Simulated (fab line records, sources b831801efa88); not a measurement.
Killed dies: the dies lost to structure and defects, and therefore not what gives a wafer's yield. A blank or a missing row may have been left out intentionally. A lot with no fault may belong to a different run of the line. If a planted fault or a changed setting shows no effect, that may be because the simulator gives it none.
fab line records / flow sfqLine
record: lots: 6 wafers: 18 lastDay: 82
route steps=325 shown M0@42 I0@43
lots that met no fault: from a run of the same line without faults
startH: start of the lot's first displayed wafer, in hours after the record's first day / waitH: hours from the lot's prior step to this one / " same as the row above / L1.1+2: several wafers, shown together as one row / - either no value or no given start / * or withheld: withheld / < > ~ a bound
route shown NAME@n: names a module that has steps shown in the file, with the first one's number in the route / usual: average and standard deviation across the fault-free wafers / same: alike in all rows / chamber/n: place in a boat / sites: each site's reading / _std_site: how widely they spread, as a standard deviation / _edge_site: mean of outer sites minus mean of inner sites / radiusMm: how far each site lies from the wafer's centre / mask NAME#n: copy n / behind: tool/chamber where the wafer was last shaped / hold: the reason the lot was held/the length of the hold in hours/how it ended / device: names the non-switching transistor (n, p or np) / end of line: the route-end tests of the same wafers / a step without rows: its recipe alone / killed: the dies lost at the first sort to structure and to defects; this is not the yield of the wafer / map: shows each die of a wafer: x if killed, . if not, _ if none is there
set.NAME: the setting the step ran with; set.NAME@STEP: the setting that earlier step ran with / model.NAME: the simulator's own value behind a step, which no gauge read
a table for each step, a row for each wafer; lots at some steps of the route
services: a tool's chamber out of use, with start hour (startH, from the record's first day; less than 0 if before it), hours out, and reason
== steps ==
step: SFQ_TRILAYER_M0_STRIP_SOLV_CLEAN_026
recipe: chemistry: NMP tempC: 70 timeS: 600
step: SFQ_TRILAYER_I0_DEP_PECVD_027
recipe: material: SiO2 tempC: 150 timeS: 111.11 pressureTorr: 2.4 rfW: 183.3 precursor: SiH4/N2O targetThkNm: 500
usual: chamberPressureTorr: 2.399/0.0052 heaterPowerW: 83/16 susceptorTempC: 150.01/0.16 throttleValvePct: 24.6/0.95
lot.wafer=L112.2 tool=pecvd-01 chamber=1 startH=175.51 waitH=0.0 chamberPressureTorr=2.410 heaterPowerW=59 susceptorTempC=150.17 throttleValvePct=25.5
lot.wafer=L112.4 tool=pecvd-01 chamber=1 startH=175.51 waitH=0.0 chamberPressureTorr=2.407 heaterPowerW=64 susceptorTempC=150.22 throttleValvePct=25.4
lot.wafer=L112.5 tool=pecvd-01 chamber=0 startH=175.51 waitH=0.0 chamberPressureTorr=2.392 heaterPowerW=56 susceptorTempC=150.03 throttleValvePct=23.3
lot.wafer=L114.2 tool=pecvd-02 chamber=1 startH=224.93 waitH=0.0 chamberPressureTorr=2.395 heaterPowerW=78 susceptorTempC=150.11 throttleValvePct=24.9
lot.wafer=L114.5 tool=pecvd-02 chamber=0 startH=224.93 waitH=0.0 chamberPressureTorr=2.396 heaterPowerW=107 susceptorTempC=149.93 throttleValvePct=23.9
lot.wafer=L114.6 tool=pecvd-02 chamber=2 startH=224.93 waitH=0.0 chamberPressureTorr=2.393 heaterPowerW=86 susceptorTempC=150.12 throttleValvePct=24.3
lot.wafer=L115.1 tool=pecvd-02 chamber=1 startH=232.11 waitH=0.0 chamberPressureTorr=2.407 heaterPowerW=74 susceptorTempC=150.03 throttleValvePct=25.2
lot.wafer=L115.2 tool=pecvd-02 chamber=0 startH=232.11 waitH=0.0 chamberPressureTorr=2.402 heaterPowerW=97 susceptorTempC=150.33 throttleValvePct=23.7
lot.wafer=L115.6 tool=pecvd-02 chamber=1 startH=232.11 waitH=0.0 chamberPressureTorr=2.398 heaterPowerW=76 susceptorTempC=149.97 throttleValvePct=24.8
lot.wafer=L117.1 tool=pecvd-01 chamber=0 startH=244.90 waitH=0.0 chamberPressureTorr=2.402 heaterPowerW=71 susceptorTempC=150.02 throttleValvePct=23.5
lot.wafer=L117.3 tool=pecvd-01 chamber=1 startH=244.90 waitH=0.0 chamberPressureTorr=2.406 heaterPowerW=70 susceptorTempC=150.29 throttleValvePct=25.7
lot.wafer=L117.4 tool=pecvd-01 chamber=2 startH=244.90 waitH=0.0 chamberPressureTorr=2.398 heaterPowerW=107 susceptorTempC=150.27 throttleValvePct=24.4
lot.wafer=L122.2 tool=pecvd-01 chamber=1 startH=284.46 waitH=0.0 chamberPressureTorr=2.406 heaterPowerW=69 susceptorTempC=150.28 throttleValvePct=25.7
lot.wafer=L122.4 tool=pecvd-01 chamber=0 startH=284.46 waitH=0.0 chamberPressureTorr=2.399 heaterPowerW=72 susceptorTempC=150.15 throttleValvePct=23.6
lot.wafer=L122.6 tool=pecvd-01 chamber=1 startH=284.46 waitH=0.0 chamberPressureTorr=2.389 heaterPowerW=70 susceptorTempC=150.16 throttleValvePct=26.1
lot.wafer=L123.3 tool=pecvd-02 chamber=1 startH=295.26 waitH=0.0 chamberPressureTorr=2.401 heaterPowerW=78 susceptorTempC=150.02 throttleValvePct=24.8
lot.wafer=L123.4 tool=pecvd-02 chamber=2 startH=295.26 waitH=0.0 chamberPressureTorr=2.409 heaterPowerW=86 susceptorTempC=149.84 throttleValvePct=24.4
lot.wafer=L123.6 tool=pecvd-02 chamber=0 startH=295.26 waitH=0.0 chamberPressureTorr=2.402 heaterPowerW=111 susceptorTempC=150.02 throttleValvePct=23.9
step: SFQ_TRILAYER_I0_CMP_CMP_028
recipe: material: SiO2 downForcePsi: 3 platenRpm: 60 padVelocityMS: 0.94248
usual: motorCurrentA: 10.7/0.96 timeToEndpointS: 214/6.7
lot.wafer=L112.2 tool=cmp-01 chamber=3 startH=176.08 waitH=0.5 motorCurrentA=11.0 timeToEndpointS=201
lot.wafer=L112.4 tool=cmp-01 chamber=1 startH=177.08 waitH=1.5 motorCurrentA=12.1 timeToEndpointS=214
lot.wafer=L112.5 tool=cmp-01 chamber=3 startH=178.08 waitH=2.5 motorCurrentA=11.0 timeToEndpointS=207
lot.wafer=L114.2 tool=cmp-01 chamber=1 startH=232.54 waitH=7.6 motorCurrentA=11.6 timeToEndpointS=210
lot.wafer=L114.6 tool=cmp-01 chamber=1 startH=234.54 waitH=9.5 motorCurrentA=11.9 timeToEndpointS=220
lot.wafer=L114.5 tool=cmp-01 chamber=2 startH=234.54 waitH=9.5 motorCurrentA=10.1 timeToEndpointS=207
lot.wafer=L115.2 tool=cmp-01 chamber=0 startH=242.04 waitH=9.9 motorCurrentA=11.9 timeToEndpointS=215
lot.wafer=L115.1 tool=cmp-01 chamber=1 startH=242.04 waitH=9.9 motorCurrentA=11.7 timeToEndpointS=219
lot.wafer=L115.6 tool=cmp-01 chamber=0 startH=244.04 waitH=11.8 motorCurrentA=11.6 timeToEndpointS=233
lot.wafer=L117.3 tool=cmp-01 chamber=3 startH=251.70 waitH=6.8 motorCurrentA=11.1 timeToEndpointS=217
lot.wafer=L117.4 tool=cmp-01 chamber=0 startH=251.70 waitH=6.8 motorCurrentA=11.7 timeToEndpointS=220
lot.wafer=L117.1 tool=cmp-01 chamber=1 startH=251.70 waitH=6.8 motorCurrentA=11.4 timeToEndpointS=215
lot.wafer=L122.4 tool=cmp-02 chamber=3 startH=290.35 waitH=5.8 motorCurrentA=9.5 timeToEndpointS=206
lot.wafer=L122.2 tool=cmp-02 chamber=0 startH=290.35 waitH=5.8 motorCurrentA=9.9 timeToEndpointS=201
lot.wafer=L122.6 tool=cmp-02 chamber=2 startH=291.85 waitH=7.3 motorCurrentA=9.0 timeToEndpointS=204
lot.wafer=L123.4 tool=cmp-01 chamber=1 startH=304.85 waitH=9.5 motorCurrentA=11.7 timeToEndpointS=214
lot.wafer=L123.3 tool=cmp-01 chamber=2 startH=304.85 waitH=9.5 motorCurrentA=9.5 timeToEndpointS=205
lot.wafer=L123.6 tool=cmp-01 chamber=0 startH=306.35 waitH=11.0 motorCurrentA=10.9 timeToEndpointS=212
step: SFQ_I0_BOW_MEAS_907
recipe: mode: bow
usual: I0_BOW: 1/7.4
lot.wafer=L112.2 tool=filmMetro-01 chamber=- startH=178.60 waitH=2.0 I0_BOW[um]=-11
lot.wafer=L112.4 tool=filmMetro-01 chamber=- startH=178.60 waitH=2.0 I0_BOW[um]=-7
lot.wafer=L112.5 tool=filmMetro-01 chamber=- startH=178.60 waitH=2.0 I0_BOW[um]=4
lot.wafer=L114.2 tool=filmMetro-04 chamber=- startH=235.56 waitH=2.5 I0_BOW[um]=5
lot.wafer=L114.5 tool=filmMetro-04 chamber=- startH=235.56 waitH=2.5 I0_BOW[um]=7
lot.wafer=L114.6 tool=filmMetro-04 chamber=- startH=235.56 waitH=2.5 I0_BOW[um]=10
lot.wafer=L115.1 tool=filmMetro-01 chamber=- startH=244.54 waitH=1.5 I0_BOW[um]=15
lot.wafer=L115.2 tool=filmMetro-01 chamber=- startH=244.54 waitH=1.5 I0_BOW[um]=8
lot.wafer=L115.6 tool=filmMetro-01 chamber=- startH=244.54 waitH=1.5 I0_BOW[um]=5
lot.wafer=L117.1 tool=filmMetro-04 chamber=- startH=254.70 waitH=1.5 I0_BOW[um]=-6
lot.wafer=L117.3 tool=filmMetro-04 chamber=- startH=254.70 waitH=1.5 I0_BOW[um]=-14
lot.wafer=L117.4 tool=filmMetro-04 chamber=- startH=254.70 waitH=1.5 I0_BOW[um]=-1
lot.wafer=L122.2 tool=filmMetro-01 chamber=- startH=292.87 waitH=1.5 I0_BOW[um]=-4
lot.wafer=L122.4 tool=filmMetro-01 chamber=- startH=292.87 waitH=1.5 I0_BOW[um]=2
lot.wafer=L122.6 tool=filmMetro-01 chamber=- startH=292.87 waitH=1.5 I0_BOW[um]=10
lot.wafer=L123.3 tool=filmMetro-01 chamber=- startH=306.89 waitH=1.0 I0_BOW[um]=6
lot.wafer=L123.4 tool=filmMetro-01 chamber=- startH=306.89 waitH=1.0 I0_BOW[um]=10
lot.wafer=L123.6 tool=filmMetro-01 chamber=- startH=306.89 waitH=1.0 I0_BOW[um]=-3
step: SFQ_TRILAYER_I0_METRO_MEASURE_029
usual: thkNm: 200.0/1.1
lot.wafer=L112.2 tool=filmMetro-01 chamber=- startH=178.90 waitH=0.3 thkNm=198.9
lot.wafer=L112.4 tool=filmMetro-01 chamber=- startH=178.90 waitH=0.3 thkNm=200.2
lot.wafer=L112.5 tool=filmMetro-01 chamber=- startH=178.90 waitH=0.3 thkNm=199.4
lot.wafer=L114.2 tool=filmMetro-04 chamber=- startH=235.86 waitH=0.3 thkNm=201.5
lot.wafer=L114.5 tool=filmMetro-04 chamber=- startH=235.86 waitH=0.3 thkNm=198.9
lot.wafer=L114.6 tool=filmMetro-04 chamber=- startH=235.86 waitH=0.3 thkNm=201.8
lot.wafer=L115.1 tool=filmMetro-01 chamber=- startH=244.66 waitH=0.1 thkNm=201.4
lot.wafer=L115.2 tool=filmMetro-01 chamber=- startH=244.66 waitH=0.1 thkNm=199.9
lot.wafer=L115.6 tool=filmMetro-01 chamber=- startH=244.66 waitH=0.1 thkNm=201.4
lot.wafer=L117.1 tool=filmMetro-04 chamber=- startH=254.82 waitH=0.1 thkNm=199.7
lot.wafer=L117.3 tool=filmMetro-04 chamber=- startH=254.82 waitH=0.1 thkNm=201.1
lot.wafer=L117.4 tool=filmMetro-04 chamber=- startH=254.82 waitH=0.1 thkNm=200.6
lot.wafer=L122.2 tool=filmMetro-01 chamber=- startH=293.17 waitH=0.3 thkNm=198.0
lot.wafer=L122.4 tool=filmMetro-01 chamber=- startH=293.17 waitH=0.3 thkNm=197.7
lot.wafer=L122.6 tool=filmMetro-01 chamber=- startH=293.17 waitH=0.3 thkNm=198.2
lot.wafer=L123.3 tool=filmMetro-01 chamber=- startH=307.37 waitH=0.5 thkNm=199.2
lot.wafer=L123.4 tool=filmMetro-01 chamber=- startH=307.37 waitH=0.5 thkNm=200.1
lot.wafer=L123.6 tool=filmMetro-01 chamber=- startH=307.37 waitH=0.5 thkNm=198.9
step: SFQ_TRILAYER_I0_VIA_LITHO_COAT_036
recipe: resist: BARC spinRpm: 3000 resistThkNm: 62
step: SFQ_TRILAYER_I0_VIA_LITHO_COAT_031
recipe: resist: KrF spinRpm: 3000 resistThkNm: 650
step: SFQ_TRILAYER_I0_VIA_LITHO_SOFTBAKE_035
recipe: tempC: withheld timeS: withheld resist: KrF
step: SFQ_TRILAYER_I0_VIA_LITHO_EXPOSE_032
recipe: maskId: I0 na: 0.6 sourceShape: conventional sigmaOuter: 0.65 targetCdNm: 500 doseMj: 21.3
step: SFQ_TRILAYER_I0_VIA_LITHO_PEB_034
recipe: pebTempC: 115 pebTimeS: 60 resist: KrF
step: SFQ_TRILAYER_I0_VIA_LITHO_DEVELOP_033
recipe: timeS: 60 resist: KrF
step: SFQ_I0_OVL_MEAS_908
usual: I0_OVL: 3/4.8
lot.wafer=L112.2 tool=overlay-01 chamber=- startH=294.75 waitH=0.1 I0_OVL[nm]=2
lot.wafer=L112.4 tool=overlay-01 chamber=- startH=294.75 waitH=0.1 I0_OVL[nm]=4
lot.wafer=L112.5 tool=overlay-01 chamber=- startH=294.75 waitH=0.1 I0_OVL[nm]=-2
lot.wafer=L114.2 tool=overlay-01 chamber=- startH=340.35 waitH=0.1 I0_OVL[nm]=7
lot.wafer=L114.5 tool=overlay-01 chamber=- startH=340.35 waitH=0.1 I0_OVL[nm]=3
lot.wafer=L114.6 tool=overlay-01 chamber=- startH=340.35 waitH=0.1 I0_OVL[nm]=11
lot.wafer=L115.1 tool=overlay-01 chamber=- startH=351.14 waitH=0.1 I0_OVL[nm]=14
lot.wafer=L115.2 tool=overlay-01 chamber=- startH=351.14 waitH=0.1 I0_OVL[nm]=6
lot.wafer=L115.6 tool=overlay-01 chamber=- startH=351.14 waitH=0.1 I0_OVL[nm]=7
lot.wafer=L117.1 tool=overlay-01 chamber=- startH=364.24 waitH=0.1 I0_OVL[nm]=0
lot.wafer=L117.3 tool=overlay-01 chamber=- startH=364.24 waitH=0.1 I0_OVL[nm]=0
lot.wafer=L117.4 tool=overlay-01 chamber=- startH=364.24 waitH=0.1 I0_OVL[nm]=3
lot.wafer=L122.2 tool=overlay-01 chamber=- startH=430.58 waitH=0.1 I0_OVL[nm]=-3
lot.wafer=L122.4 tool=overlay-01 chamber=- startH=430.58 waitH=0.1 I0_OVL[nm]=4
lot.wafer=L122.6 tool=overlay-01 chamber=- startH=430.58 waitH=0.1 I0_OVL[nm]=1
lot.wafer=L123.3 tool=overlay-02 chamber=- startH=443.78 waitH=0.1 I0_OVL[nm]=1
lot.wafer=L123.4 tool=overlay-02 chamber=- startH=443.78 waitH=0.1 I0_OVL[nm]=8
lot.wafer=L123.6 tool=overlay-02 chamber=- startH=443.78 waitH=0.1 I0_OVL[nm]=5
step: SFQ_TRILAYER_I0_VIA_BARC_OPEN_VIA_ETCH_046
recipe: maskMaterial: PR chemistry: O2 targetDepthNm: 125 target: BARC sourceW: 500 biasW: 80 pressureMtorr: 30 timeS: 41.7
usual: biasW: 80.03/0.25 drypumpMotorCurrentA: 5.7/0.57 oesProductAu: 0.685/0.0042
lot.wafer=L112.2 tool=rieDiel-01 chamber=3 startH=294.78 waitH=0.0 biasW=80.23 drypumpMotorCurrentA=6.5 oesProductAu=0.689 rfHoursCounterH=45
lot.wafer=L112.4 tool=rieDiel-01 chamber=3 startH=294.78 waitH=0.0 biasW=79.55 drypumpMotorCurrentA=6.4 oesProductAu=0.690 rfHoursCounterH=-
lot.wafer=L112.5 tool=rieDiel-01 chamber=0 startH=294.78 waitH=0.0 biasW=80.02 drypumpMotorCurrentA=5.7 oesProductAu=0.683 rfHoursCounterH=-
lot.wafer=L114.2 tool=rieDiel-02 chamber=3 startH=340.38 waitH=0.0 biasW=75.40 drypumpMotorCurrentA=5.8 oesProductAu=0.686 rfHoursCounterH=1
lot.wafer=L114.5 tool=rieDiel-02 chamber=1 startH=340.38 waitH=0.0 biasW=75.02 drypumpMotorCurrentA=4.8 oesProductAu=0.686 rfHoursCounterH=-
lot.wafer=L114.6 tool=rieDiel-02 chamber=2 startH=340.38 waitH=0.0 biasW=75.65 drypumpMotorCurrentA=5.6 oesProductAu=0.675 rfHoursCounterH=-
lot.wafer=L115.1 tool=rieDiel-02 chamber=1 startH=351.18 waitH=0.0 biasW=74.94 drypumpMotorCurrentA=4.8 oesProductAu=0.682 rfHoursCounterH=97
lot.wafer=L115.2 tool=rieDiel-02 chamber=3 startH=351.18 waitH=0.0 biasW=75.02 drypumpMotorCurrentA=5.8 oesProductAu=0.687 rfHoursCounterH=1
lot.wafer=L115.6 tool=rieDiel-02 chamber=1 startH=351.18 waitH=0.0 biasW=74.84 drypumpMotorCurrentA=4.8 oesProductAu=0.686 rfHoursCounterH=-
lot.wafer=L117.1 tool=rieDiel-04 chamber=1 startH=364.28 waitH=0.0 biasW=80.37 drypumpMotorCurrentA=6.2 oesProductAu=0.691 rfHoursCounterH=11
lot.wafer=L117.3 tool=rieDiel-04 chamber=0 startH=364.28 waitH=0.0 biasW=80.19 drypumpMotorCurrentA=5.6 oesProductAu=0.685 rfHoursCounterH=90
lot.wafer=L117.4 tool=rieDiel-04 chamber=1 startH=364.28 waitH=0.0 biasW=80.24 drypumpMotorCurrentA=6.2 oesProductAu=0.688 rfHoursCounterH=-
lot.wafer=L122.2 tool=rieDiel-02 chamber=1 startH=430.61 waitH=0.0 biasW=79.84 drypumpMotorCurrentA=4.8 oesProductAu=0.687 rfHoursCounterH=98
lot.wafer=L122.4 tool=rieDiel-02 chamber=2 startH=430.61 waitH=0.0 biasW=79.88 drypumpMotorCurrentA=5.6 oesProductAu=0.689 rfHoursCounterH=5
lot.wafer=L122.6 tool=rieDiel-02 chamber=1 startH=430.61 waitH=0.0 biasW=79.82 drypumpMotorCurrentA=4.8 oesProductAu=0.687 rfHoursCounterH=-
lot.wafer=L123.3 tool=rieDiel-01 chamber=2 startH=443.80 waitH=0.0 biasW=80.53 drypumpMotorCurrentA=5.6 oesProductAu=0.684 rfHoursCounterH=2
lot.wafer=L123.4 tool=rieDiel-01 chamber=0 startH=443.80 waitH=0.0 biasW=80.07 drypumpMotorCurrentA=5.7 oesProductAu=0.686 rfHoursCounterH=10
lot.wafer=L123.6 tool=rieDiel-01 chamber=1 startH=443.80 waitH=0.0 biasW=80.10 drypumpMotorCurrentA=4.7 oesProductAu=0.686 rfHoursCounterH=-
step: SFQ_TRILAYER_I0_VIA_ETCH_VIA_ETCH_034
recipe: target: SiO2 stopOn: Nb maskMaterial: PR taperDeg: 20 chemistry: CHF3 targetDepthNm: 260 sourceW: 500 biasW: 80 pressureMtorr: 30 timeS: withheld
usual: biasW: 80.02/0.24 drypumpMotorCurrentA: 5.7/0.57 oesProductAu: 0.854/0.0054
lot.wafer=L112.2 tool=rieDiel-01 chamber=3 startH=294.82 waitH=0.0 biasW=80.29 drypumpMotorCurrentA=6.5 oesProductAu=0.853
lot.wafer=L112.4 tool=rieDiel-01 chamber=3 startH=294.82 waitH=0.0 biasW=80.14 drypumpMotorCurrentA=6.5 oesProductAu=0.851
lot.wafer=L112.5 tool=rieDiel-01 chamber=0 startH=294.82 waitH=0.0 biasW=79.96 drypumpMotorCurrentA=5.7 oesProductAu=0.850
lot.wafer=L114.2 tool=rieDiel-02 chamber=3 startH=340.42 waitH=0.0 biasW=80.12 drypumpMotorCurrentA=5.8 oesProductAu=0.860
lot.wafer=L114.5 tool=rieDiel-02 chamber=1 startH=340.42 waitH=0.0 biasW=80.14 drypumpMotorCurrentA=4.8 oesProductAu=0.850
lot.wafer=L114.6 tool=rieDiel-02 chamber=2 startH=340.42 waitH=0.0 biasW=79.85 drypumpMotorCurrentA=5.6 oesProductAu=0.858
lot.wafer=L115.1 tool=rieDiel-02 chamber=1 startH=351.22 waitH=0.0 biasW=80.04 drypumpMotorCurrentA=4.8 oesProductAu=0.859
lot.wafer=L115.2 tool=rieDiel-02 chamber=3 startH=351.22 waitH=0.0 biasW=80.54 drypumpMotorCurrentA=5.8 oesProductAu=0.852
lot.wafer=L115.6 tool=rieDiel-02 chamber=1 startH=351.22 waitH=0.0 biasW=80.14 drypumpMotorCurrentA=4.8 oesProductAu=0.856
lot.wafer=L117.1 tool=rieDiel-04 chamber=1 startH=364.32 waitH=0.0 biasW=80.02 drypumpMotorCurrentA=6.3 oesProductAu=0.863
lot.wafer=L117.3 tool=rieDiel-04 chamber=0 startH=364.32 waitH=0.0 biasW=80.24 drypumpMotorCurrentA=5.6 oesProductAu=0.855
lot.wafer=L117.4 tool=rieDiel-04 chamber=1 startH=364.32 waitH=0.0 biasW=79.41 drypumpMotorCurrentA=6.2 oesProductAu=0.862
lot.wafer=L122.2 tool=rieDiel-02 chamber=1 startH=430.65 waitH=0.0 biasW=79.88 drypumpMotorCurrentA=4.8 oesProductAu=0.853
lot.wafer=L122.4 tool=rieDiel-02 chamber=2 startH=430.65 waitH=0.0 biasW=80.04 drypumpMotorCurrentA=5.6 oesProductAu=0.852
lot.wafer=L122.6 tool=rieDiel-02 chamber=1 startH=430.65 waitH=0.0 biasW=80.18 drypumpMotorCurrentA=4.8 oesProductAu=0.846
lot.wafer=L123.3 tool=rieDiel-01 chamber=2 startH=443.84 waitH=0.0 biasW=80.11 drypumpMotorCurrentA=5.7 oesProductAu=0.854
lot.wafer=L123.4 tool=rieDiel-01 chamber=0 startH=443.84 waitH=0.0 biasW=79.91 drypumpMotorCurrentA=5.7 oesProductAu=0.852
lot.wafer=L123.6 tool=rieDiel-01 chamber=1 startH=443.84 waitH=0.0 biasW=80.18 drypumpMotorCurrentA=4.7 oesProductAu=0.848
== services ==
tool=rieDiel-01 chamber=1 startH=152.46 hours=8.8 kind=repair
tool=filmMetro-01 chamber=- startH=162.88 hours=0.9 kind=pm
tool=rieDiel-02 chamber=- startH=166.59 hours=0.8 kind=repair
tool=filmMetro-01 chamber=- startH=167.89 hours=0.2 kind=pm
tool=rieDiel-02 chamber=1 startH=201.96 hours=6.2 kind=repair
tool=cmp-01 chamber=- startH=212.51 hours=0.6 kind=repair
tool=rieDiel-02 chamber=0 startH=219.41 hours=14.0 kind=repair
tool=cmp-01 chamber=- startH=244.54 hours=4.2 kind=pm
tool=rieDiel-02 chamber=- startH=245.14 hours=1.8 kind=repair
tool=rieDiel-01 chamber=- startH=252.29 hours=2.8 kind=pm
tool=rieDiel-01 chamber=- startH=255.81 hours=0.9 kind=repair
tool=rieDiel-01 chamber=0 startH=274.87 hours=6.7 kind=repair
tool=cmp-01 chamber=- startH=295.24 hours=0.4 kind=repair
tool=rieDiel-02 chamber=1 startH=309.45 hours=7.7 kind=repair
tool=cmp-01 chamber=- startH=320.26 hours=0.6 kind=repair
tool=rieDiel-02 chamber=3 startH=324.37 hours=6.3 kind=repair
tool=rieDiel-01 chamber=3 startH=326.13 hours=2.2 kind=repair
tool=filmMetro-01 chamber=- startH=326.61 hours=0.9 kind=pm
tool=rieDiel-02 chamber=- startH=353.20 hours=1.9 kind=repair
tool=rieDiel-01 chamber=2 startH=363.86 hours=3.0 kind=repair
tool=rieDiel-01 chamber=- startH=374.61 hours=8.7 kind=repair
tool=cmp-01 chamber=- startH=408.79 hours=4.0 kind=pm
tool=rieDiel-02 chamber=0 startH=416.20 hours=3.7 kind=repair
tool=rieDiel-02 chamber=3 startH=423.94 hours=5.3 kind=repair
== key ==
firstSign: step: SFQ_TRILAYER_I0_VIA_BARC_OPEN_VIA_ETCH_046 reading: biasW direction: down sigmas: 20 usual: 80.03 struck: 75.14
effect none on later readings
metAt SFQ_TRILAYER_I0_VIA_BARC_OPEN_VIA_ETCH_046
struckWafers L114.2,L114.5,L114.6,L115.1,L115.2,L115.6
fault: kind: processParameterDrift tool: rieDiel-02 chamber: - onsetH: 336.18 steps: SFQ_TRILAYER_I0_VIA_BARC_OPEN_VIA_ETCH_046 channel: biasW offset: -4.7022 shape: step endH: 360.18 actsIn: theseRecipesOnly stated: 80
